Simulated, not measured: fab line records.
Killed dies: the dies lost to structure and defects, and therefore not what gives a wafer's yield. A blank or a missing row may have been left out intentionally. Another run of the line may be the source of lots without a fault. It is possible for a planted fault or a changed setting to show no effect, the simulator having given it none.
Problem report, 8D (eight disciplines) form, completed by code	flow gf180mcu	the parts of the form that need people (team, actions taken, sign-off) are left out

1. THE ISSUE
At GF_PASSIVATION_STRIP_12, oesProductAu averages 0.634 a.u. over 6 wafers from 2 lots, while fault-free wafers read 0.718 a.u., standard deviation 0.0048. Relative to the usual mean, that is a shift of -17 standard deviations.
The step: strips in O2/N2.
Earliest sighting: wafer L357.1 on plasmaAsher-04 at day 33 13:10. At this step, 36 wafers from 12 lots have a number in the record. Rule for "out" (also "out of limits"): further than 4 standard deviations from the usual mean. The other wafers with a number count as sound.

2. WHAT THIS IS AND IS NOT
question	is	is not
which readings at this step	oesProductAu, stripTimeToEndpointS	drypumpMotorCurrentA
which lots	L357, L364	L341, L342, L343, L345, L347, L348, L349, L352, L353, L354
which wafers of those lots	all that have a number	-
read on which tools	plasmaAsher-04	plasmaAsher-01, plasmaAsher-03
when	from day 33 13:10	up to then (30 sound wafers)

3. THE SUSPECTS, EACH WITH WHAT RULES IT OUT
Counting: a tool at any process step up to the reading remains a suspect when it ran all the lots that are out and ran no sound lot after the first of those.
- plasmaAsher-04 at GF_PASSIVATION_STRIP_12 (strips in O2/N2): kept. It ran every lot that is out, first L357 (day 33 13:10), and no sound lot after that; its last sound lot up to then is L354 (day 32 17:56). On those wafers its own readings are out: oesProductAu, stripTimeToEndpointS.
Remaining after the count: plasmaAsher-04 at GF_PASSIVATION_STRIP_12.

4. THE CAUSE (what the simulator had put in)
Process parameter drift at GF_PASSIVATION_STRIP_12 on plasmaAsher-04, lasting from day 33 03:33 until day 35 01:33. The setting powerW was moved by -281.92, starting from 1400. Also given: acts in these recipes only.
Counting left only this tool.

5. SEQUENCE OF EFFECTS, ordered by route
Rows list readings where the struck wafers' mean (over those with a number) sits beyond 3 standard deviations from the usual. Only readings whose record carries a usual standard deviation are examined. hours: median over the lots of the time between each lot's start at the first step of this table that gives one and its start at this step. sigmas: the change, counted in usual standard deviations.
hours	step	reading	usual	on struck wafers	change	sigmas
0	GF_PASSIVATION_STRIP_12	oesProductAu	0.718 a.u.	0.634	-0.084	-17
0	GF_PASSIVATION_STRIP_12	stripTimeToEndpointS	32.9 s	39.3	+6.4	+14
The process steps in it:
- GF_PASSIVATION_STRIP_12: strips in O2/N2.

6. WHAT WOULD HAVE CAUGHT IT SOONER
First out-of-limits reading in this record: day 33 13:10, which is 10 hours after fault onset at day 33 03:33.
